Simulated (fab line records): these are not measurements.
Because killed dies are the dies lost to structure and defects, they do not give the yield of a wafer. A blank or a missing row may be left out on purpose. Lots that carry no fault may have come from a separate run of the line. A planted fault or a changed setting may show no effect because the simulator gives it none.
Which of the tools did it? + flow sfq_line + Sampling: 6 lots, 18 wafers, 2 of 325 route steps

== WHAT THE GAUGES SHOWED, per wafer ==
SFQ_M1_RS_MEAS_909: uses a four-point probe to measure.
| lot  | measured     | on            | M1_NB_RS (ohm/sq) |
|------|--------------|---------------|-------------------|
| L452 | day 17 13:47 | film_metro-01 | 0.883 0.881 0.877 |
| L454 | day 17 17:59 | film_metro-04 | 0.883 0.882 0.887 |
| L457 | day 18 01:16 | film_metro-01 | 0.883 0.888 0.891 |
| L459 | day 20 01:35 | film_metro-04 | 0.888 0.891 0.888 |
| L468 | day 25 19:49 | film_metro-03 | 0.896 0.896 0.893 |
| L470 | day 26 03:41 | film_metro-01 | 0.897 0.893 0.889 |

== WHAT TOOL EACH LOT RAN ON (gives the tool, then ch and the chambers of the sampled wafers, and finally the start) ==
| lot  | SFQ_TRILAYER_M1_DEP_SPUTTER_037 |
|------|---------------------------------|
| L452 | pvd_sputter-05, day 17 13:41    |
| L454 | pvd_sputter-05, day 17 17:53    |
| L457 | pvd_sputter-05, day 18 01:07    |
| L459 | pvd_sputter-05, day 20 01:28    |
| L468 | pvd_sputter-05, day 25 19:42    |
| L470 | pvd_sputter-04, day 26 03:35    |
- SFQ_TRILAYER_M1_DEP_SPUTTER_037: material Nb, target thk 200 nm, time 133.3 s.

== THE ANSWER, worked out from the rows above alone ==
Rule: usual is defined by the lots themselves. Put in order of their means at a reading, lots are off if they are a third of the lots or fewer, leave a main group of 4 or more, and stand apart from it by a gap of 3 or more times the standard deviation of the main group's means; of several such gaps the widest counts. The tables above print the reading to a certain number of digits; a main group whose means all agree to those digits is not used. A lot without any number at a reading at which 4 lots or more have one is off too. All remaining lots with rows at the step are treated as sound.
Nothing can be told from this: no lot is off at any reading shown.

== WHAT HAD BEEN PUT IN BY THE SIMULATOR ==
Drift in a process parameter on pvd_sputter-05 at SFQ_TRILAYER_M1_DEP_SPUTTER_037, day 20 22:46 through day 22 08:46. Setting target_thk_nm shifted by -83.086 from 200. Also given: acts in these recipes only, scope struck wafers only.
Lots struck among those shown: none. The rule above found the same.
